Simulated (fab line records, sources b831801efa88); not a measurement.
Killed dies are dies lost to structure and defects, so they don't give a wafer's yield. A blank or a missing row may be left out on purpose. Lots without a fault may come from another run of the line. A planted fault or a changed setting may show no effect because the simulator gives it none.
Split-lot experiment | flow gf180mcu | 5 lots, 23 wafers read, on a route of 602 steps

THE SPLIT
At GF_V2_EXPOSE_11 (exposes mask Via2, target cd 260 nm), the setting dose_mj was moved away from the recipe's 38 on 9 of the 23 wafers read, by -7.4% to -4.8%. The other wafers ran this setting at the recipe's value.

FROM THE SPLIT TO THE READING: what the file shows between them, 2 steps
- GF_V2_PEB_12: peb time 90 s
- GF_V2_DEVELOP_13: develop time 60 s

THE READING
cd_nm, in nm, at GF_V2_CD_MEAS_14 (target cd 260 nm). Fault-free wafers of this fab line usually give 260.3 nm, standard deviation 1.4 nm.

wafer  | tool, chamber at the split | dose_mj as run | against the recipe | cd_nm, nm | against lot-mates on the recipe
L076.3 | krf_scanner-01, 0          | 38             | recipe             | 260.4     | -
L076.4 | krf_scanner-01, 0          | 38             | recipe             | 260.4     | -
L076.6 | krf_scanner-01, 0          | 38             | recipe             | 261.4     | -
L075.1 | krf_scanner-02, 0          | 36.18          | -4.8%              | 253.0     | -6.2
L075.3 | krf_scanner-02, 0          | 36.18          | -4.8%              | 252.0     | -7.2
L075.4 | krf_scanner-02, 0          | 36.18          | -4.8%              | 252.5     | -6.8
L075.5 | krf_scanner-02, 0          | 38             | recipe             | 258.7     | -
L075.6 | krf_scanner-02, 0          | 38             | recipe             | 259.8     | -
L079.2 | krf_scanner-01, 0          | 38             | recipe             | 259.9     | -
L079.3 | krf_scanner-01, 0          | 38             | recipe             | 258.0     | -
L079.4 | krf_scanner-01, 0          | 35.17          | -7.4%              | 247.6     | -11.3
L079.5 | krf_scanner-01, 0          | 35.17          | -7.4%              | 247.4     | -11.5
L079.6 | krf_scanner-01, 0          | 35.17          | -7.4%              | 247.2     | -11.8
L083.1 | krf_scanner-01, 0          | 35.96          | -5.4%              | 253.7     | -9.3
L083.2 | krf_scanner-01, 0          | 35.96          | -5.4%              | 254.2     | -8.8
L083.3 | krf_scanner-01, 0          | 38             | recipe             | 262.7     | -
L083.5 | krf_scanner-01, 0          | 38             | recipe             | 263.4     | -
L083.6 | krf_scanner-01, 0          | 35.96          | -5.4%              | 254.2     | -8.8
L084.1 | krf_scanner-01, 0          | 38             | recipe             | 262.5     | -
L084.2 | krf_scanner-01, 0          | 38             | recipe             | 261.8     | -
L084.3 | krf_scanner-01, 0          | 38             | recipe             | 261.5     | -
L084.4 | krf_scanner-01, 0          | 38             | recipe             | 260.8     | -
L084.6 | krf_scanner-01, 0          | 38             | recipe             | 261.5     | -

THE FIT
A straight line over all 23 wafers: cd_nm changes by +1.67 nm for each +1% of dose_mj; r = +0.96; the points scatter about the line by 1.5 nm.
The same after taking each lot's own level away (the mean of its wafers on the recipe; 23 wafers): +1.56 nm for each +1%; r = +0.99; scatter 0.63 nm.
On that fit, the largest move of dose_mj shifts the reading by 12 nm.
The lots' own levels span 258.95 to 263.05 nm, that is 2.9 times the standard deviation above.
So the lot-to-lot level changes the slope little: the two slopes agree.
Check: with one of the wafers moved furthest among these (-7.4%) left out of the fit, the line predicts -11.6 nm for it against its lot-mates. It came out at -11.3 nm against them.

THE WHOLE CHAIN: every reading that the file lists as answering this split, in the file's order
step             | what it does         | reading                                                   | change (the file's fit)              | r (the file's)
GF_V2_CD_MEAS_14 | target cd 260 nm     | cd_nm                                                     | +1.55 nm for each +1% of the setting | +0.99
GF_V2_ETCH_16    | etches BARC in N2/H2 | V2.cd_nm (the simulator's own value, which no gauge read) | +1.54 nm for each +1% of the setting | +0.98

THE FILE'S OWN FIT
cd_nm changes by +1.55 nm for each +1% of dose_mj, r = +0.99.
